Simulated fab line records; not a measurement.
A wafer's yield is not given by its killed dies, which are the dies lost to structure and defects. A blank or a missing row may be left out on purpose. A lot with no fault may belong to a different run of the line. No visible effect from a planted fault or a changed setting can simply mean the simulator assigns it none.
What tool caused it? ; flow sky130 ; 33 wafers from 11 lots sampled at 2 of the route's 708 steps

## WHAT THE GAUGES READ, wafer by wafer
SKY_METAL2_CD_MEAS_15 targets a cd of 140 nm. Usual: cdNm reads 139.7 nm (standard deviation 1.3).
lot;measured;on;cdNm (nm);flag
L652;day 35 02:53;cdSem-01;139.2 139.9 139.3;
L653;day 35 09:44;cdSem-02;142.6 140.2 141.8;
L654;day 35 13:22;cdSem-02;140.3 140.2 142.1;
L656;day 36 13:28;cdSem-01;137.8 138.3 138.6;
L660;day 37 14:34;cdSem-01;142.6 142.9 143.4;
L662;day 38 14:10;cdSem-01;137.2 139.0 139.2;
L663;day 38 16:29;cdSem-02;140.3 138.5 139.7;
L664;day 39 01:53;cdSem-02;139.6 138.5 138.4;
L667;day 39 23:45;cdSem-01;138.5 138.2 140.6;
L671;day 41 01:52;cdSem-01;140.1 139.4 139.5;
L673;day 41 13:20;cdSem-02;141.6 140.3 140.7;

## WHICH TOOL RAN EACH LOT (tool, then ch and the chambers of the sampled wafers, then the start)
lot;SKY_METAL2_SPUTTER_00
L652;pvdSputter-02, day 33 23:49
L653;pvdSputter-04, day 34 07:23
L654;pvdSputter-04, day 34 11:18
L656;pvdSputter-04, day 35 11:07
L660;pvdSputter-04, day 36 12:58
L662;pvdSputter-04, day 37 12:34
L663;pvdSputter-01, day 37 14:58
L664;pvdSputter-04, day 38 00:30
L667;pvdSputter-01, day 38 22:47
L671;pvdSputter-01, day 40 01:31
L673;pvdSputter-02, day 40 13:10
- SKY_METAL2_SPUTTER_00: material Ti, target thk 15 nm, time 10 s.

## AS READ BY THE TOOLS THEMSELVES (means over the sampled wafers that have a number; for cases with no such wafer, the mark the record gives instead)
SKY_METAL2_SPUTTER_00. Usual: throttleValvePct reads 30.1 % (standard deviation 0.73).
lot;tool;throttleValvePct (%);flag
L652;pvdSputter-02;29.3;
L653;pvdSputter-04;30.2;
L654;pvdSputter-04;30.6;
L656;pvdSputter-04;30.4;
L660;pvdSputter-04;30.3;
L662;pvdSputter-04;30.5;
L663;pvdSputter-01;30.6;
L664;pvdSputter-04;30.3;
L667;pvdSputter-01;30.7;
L671;pvdSputter-01;30.7;
L673;pvdSputter-02;29.4;

## THE ANSWER, worked out from the rows above alone
Rule: a lot is off if the mean of its wafers that have a number lies more than 3 standard deviations from the usual mean. A lot without any number at a reading at which 4 lots or more have one is off too. Where the step has rows for the other lots, those lots are counted as sound. Order of review: gauges by route order, followed by the tools' own readings, for which a lot's mean as printed above is used. The first step at which some lot is off is used, and at that step the reading that is off furthest; a lot without a number counts as furthest.
No lot is off on any of the readings shown, so nothing can be concluded from this.

## WHAT WAS PUT IN BY THE SIMULATOR
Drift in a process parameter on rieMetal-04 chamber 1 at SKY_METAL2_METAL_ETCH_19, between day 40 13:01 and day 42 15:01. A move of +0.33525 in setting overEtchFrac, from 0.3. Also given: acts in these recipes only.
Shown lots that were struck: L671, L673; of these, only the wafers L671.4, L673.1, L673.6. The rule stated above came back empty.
